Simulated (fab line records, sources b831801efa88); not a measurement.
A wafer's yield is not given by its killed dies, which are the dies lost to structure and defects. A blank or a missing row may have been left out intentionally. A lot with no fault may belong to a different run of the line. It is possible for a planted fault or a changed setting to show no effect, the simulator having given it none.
Comparing a struck lot with a sound one + flow sfq_line + 15 steps out of a route of 325
Sound: the wafers L216.2, L216.4, L216.6. Struck: wafer L232.1 (L232.2, L232.6, from the same lot, were not struck and are left out); the cause is given at the end.
Order at every step that has rows: each side's tool, ch and its chambers, its first start. Under that, the readings that differ: sound wafers + struck wafers + difference of the means + sigmas: that difference in standard deviations of wafers without a fault.
alike: a reading whose means differ by less than 2 such deviations, as well as words and numbers matching on both sides. not compared: withheld readings; readings where some wafer has no value; bounds like >300 that might hide an equal value; numbers whose values overlap and for which the record gives no deviation.
A row with sigmas, a row that says differs or no value, or rows on one side alone: a step with any of these is where the two part. Numbers that don't overlap but have no deviation are shown without sigmas and don't part them. Lack of a reading on every wafer of one side parts them only where that side has two or more wafers.

SFQ_TRILAYER_R5_DEP_SPUTTER_132: material Ti, target thk 5 nm, time 5 s.
  struck on pvd_sputter-03, day 66 03:08; sound on pvd_sputter-04, day 59 17:05
  alike: throttle_valve_pct
SFQ_TRILAYER_R5_DEP_SPUTTER_133: material MoNx, target thk 40 nm, time 66.7 s.
  struck on pvd_sputter-03, day 66 03:09; sound on pvd_sputter-04, day 59 17:06
  alike: throttle_valve_pct
SFQ_TRILAYER_R5_DEP_SPUTTER_134: material Ti, target thk 5 nm, time 5 s.
  struck on pvd_sputter-03, day 66 03:13; sound on pvd_sputter-04, day 59 17:09
  alike: throttle_valve_pct
SFQ_R5_RS_MEAS_933: uses a four-point probe to measure.
  struck on film_metro-03, day 66 03:14; sound on film_metro-01, day 59 17:11
  alike: R5_MONX_RS
SFQ_R5_THK_MEAS_934: measures by xrf.
  struck on film_metro-03, day 66 03:21; sound on film_metro-01, day 59 17:18
  alike: R5_MONX_THK
then, 6 steps without rows for these wafers: SFQ_TRILAYER_R5_LITHO_COAT_141 (resist thk 62 nm); SFQ_TRILAYER_R5_LITHO_COAT_136 (resist thk 600 nm); SFQ_TRILAYER_R5_LITHO_SOFTBAKE_140; SFQ_TRILAYER_R5_LITHO_EXPOSE_137 (exposes mask R5, target cd 500 nm); SFQ_TRILAYER_R5_LITHO_PEB_139 (peb time 60 s); SFQ_TRILAYER_R5_LITHO_DEVELOP_138 (time 60 s).
-- the record jumps here: 5 days lie between the struck wafers' starts before and after --
SFQ_R5_OVL_MEAS_935:
  struck on overlay-02, day 70 16:43; sound on overlay-02, day 59 19:37
  alike: R5_OVL
SFQ_TRILAYER_R5_BARC_OPEN_METAL_ETCH_177: etches BARC in O2, target depth 125 nm, time 41.7 s.
  sound on rie_metal-03 ch 0,1, day 59 19:38; struck on rie_metal-04 ch 1, day 70 16:46
| reading                                             | sound             | struck | difference | sigmas |
|-----------------------------------------------------|-------------------|--------|------------|--------|
| model.KrF_of_TRILAYER_R5_LITHO_COAT_136.thk_nm (nm) | 523.6 524.3 523.9 | 547    | +23        |        |
  alike: drypump_motor_current_A, oes_product_au
  not compared: rf_hours_counter_h
SFQ_TRILAYER_R5_ETCH_METAL_ETCH_139: etches the open film in Cl2, stops on SiO2, target depth 60 nm, time 40 s.
  sound on rie_metal-03 ch 0,1, day 59 19:42; struck on rie_metal-04 ch 1, day 70 16:49
| reading                                             | sound             | struck | difference | sigmas |
|-----------------------------------------------------|-------------------|--------|------------|--------|
| oes_product_au (a.u.)                               | 0.988 0.988 0.976 | 0.999  | +0.015     | +3     |
| model.KrF_of_TRILAYER_R5_LITHO_COAT_136.thk_nm (nm) | 499.6 500 500.1   | 522.4  | +22.5      |        |
  alike: drypump_motor_current_A
  not compared: rf_hours_counter_h
SFQ_TRILAYER_R5_STRIP_STRIP_140: strips in O2.
  sound on rie_metal-03 ch 0,1, day 59 19:45; struck on rie_metal-04 ch 1, day 70 16:53
  alike: drypump_motor_current_A, oes_product_au
  not compared: rf_hours_counter_h

WHERE THEY PART
Only at SFQ_TRILAYER_R5_ETCH_METAL_ETCH_139, within this record. Later steps at which nothing parts them and some readings are alike: SFQ_TRILAYER_R5_STRIP_STRIP_140.

WHY: what had been put in by the simulator
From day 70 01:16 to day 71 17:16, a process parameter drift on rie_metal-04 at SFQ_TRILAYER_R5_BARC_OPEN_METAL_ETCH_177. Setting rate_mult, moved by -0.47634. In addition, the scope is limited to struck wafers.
